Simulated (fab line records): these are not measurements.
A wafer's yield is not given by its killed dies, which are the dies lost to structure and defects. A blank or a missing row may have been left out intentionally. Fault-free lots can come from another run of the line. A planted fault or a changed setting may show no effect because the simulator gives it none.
Problem report in the 8D (eight disciplines) form, filled by code	flow sky130	the parts of the form that need people (team, actions taken, sign-off) are left out

== 1. THE ISSUE ==
Wafers free of any fault read 212.1 (standard deviation 2.5) for VT_ADJUST_HVTR_TW at SKY_VT_ADJUST_HVTR_TW_MEAS_11, against a mean of 264.3 on 9 wafers of 3 lots. Relative to the usual mean, that is a shift of +21 standard deviations.
First seen on wafer L822.2, day 15 10:25, on filmMetro-04. The record has a number at this step for 45 wafers belonging to 15 lots. Rule for "out", or "out of limits": more than 4 standard deviations from the usual mean. The rest of the wafers with a number are treated as sound.

== 2. WHAT IT IS AND WHAT IT IS NOT ==
question	is	is not
which readings at this step	VT_ADJUST_HVTR_TW	-
which lots	L822, L823, L824	L804, L805, L806, L807, L810, L811, L812, L813, L816, L820, L821, L826
which wafers of those lots	all that have a number	-
read on which gauges	filmMetro-01, filmMetro-03, filmMetro-04	-
when	from day 15 10:25	up to then (33 sound wafers); but 3 sound wafers of L826 came after

== 3. SUSPECTS, AND WHAT RULES EACH OUT ==
Counting: any tool at a process step up to the reading is kept as a suspect provided that every lot that is out went through it and no sound lot did after the first of them.
- ruled out: the gauge at SKY_VT_ADJUST_HVTR_TW_MEAS_11. The wafers that are out were read on 3 gauges (filmMetro-01, filmMetro-03, filmMetro-04).
- lithoTrack-01 at SKY_VT_ADJUST_NCORE_COAT_02 (resist thk 1140 nm): kept. It ran every lot that is out, first L822 (day 13 17:22), and no sound lot after that; its last sound lot up to then is L820 (day 13 12:56).
Remaining after the count: lithoTrack-01 at SKY_VT_ADJUST_NCORE_COAT_02.

== 4. THE CAUSE (what the simulator had put in) ==
Skipped step whole: lithoTrack-01, from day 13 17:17 on, at SKY_VT_ADJUST_NCORE_COAT_02. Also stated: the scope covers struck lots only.
After counting, this tool was the only one left.

== 5. SEQUENCE OF EFFECTS, ordered by route ==
Rows list readings where the struck wafers' mean (over those with a number) sits beyond 3 standard deviations from the usual. Only readings whose record carries a usual standard deviation are examined. hours: median over the lots of the time between each lot's start at the first step of this table that gives one and its start at this step. sigmas: the change, counted in usual standard deviations.
hours	step	reading	usual	on struck wafers	change	sigmas
0	SKY_VT_ADJUST_HVTR_TW_MEAS_11	VT_ADJUST_HVTR_TW	212.1	264.3	+52.2	+21
28	SKY_VT_ADJUST_PCH_TW_MEAS_10	VT_ADJUST_PCH_TW	142.5	233.4	+90.9	+83
Readings that are blank on the struck wafers while sound wafers have them: chillPlateTempC at SKY_VT_ADJUST_NCORE_COAT_02; dispensePressureKPa at SKY_VT_ADJUST_NCORE_COAT_02; spinSpeedRpm at SKY_VT_ADJUST_NCORE_COAT_02; cdNm at SKY_VT_ADJUST_NCORE_CD_MEAS_07.

== 6. WHAT WOULD HAVE CAUGHT IT SOONER ==
In this record the first reading out of limits at a measuring or inspecting step was taken at day 15 10:25, 41 hours after the fault began at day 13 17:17.
Between SKY_VT_ADJUST_NCORE_COAT_02 and SKY_VT_ADJUST_HVTR_TW_MEAS_11, SKY_VT_ADJUST_NCORE_CD_MEAS_07 gave no cdNm on the struck wafers, where sound wafers have one: a measuring or inspecting step that comes back empty is itself a sign.
At SKY_VT_ADJUST_NCORE_COAT_02 the tool's readings are blank on the struck wafers, where sound wafers have them: an empty tool record is the first sign, and it was there at once.
The start of SKY_VT_ADJUST_NCORE_COAT_02 on lithoTrack-01 came by day 15 10:25 for every one of the lots that are out (3). Tool hold at that time: it would have spared none of them.
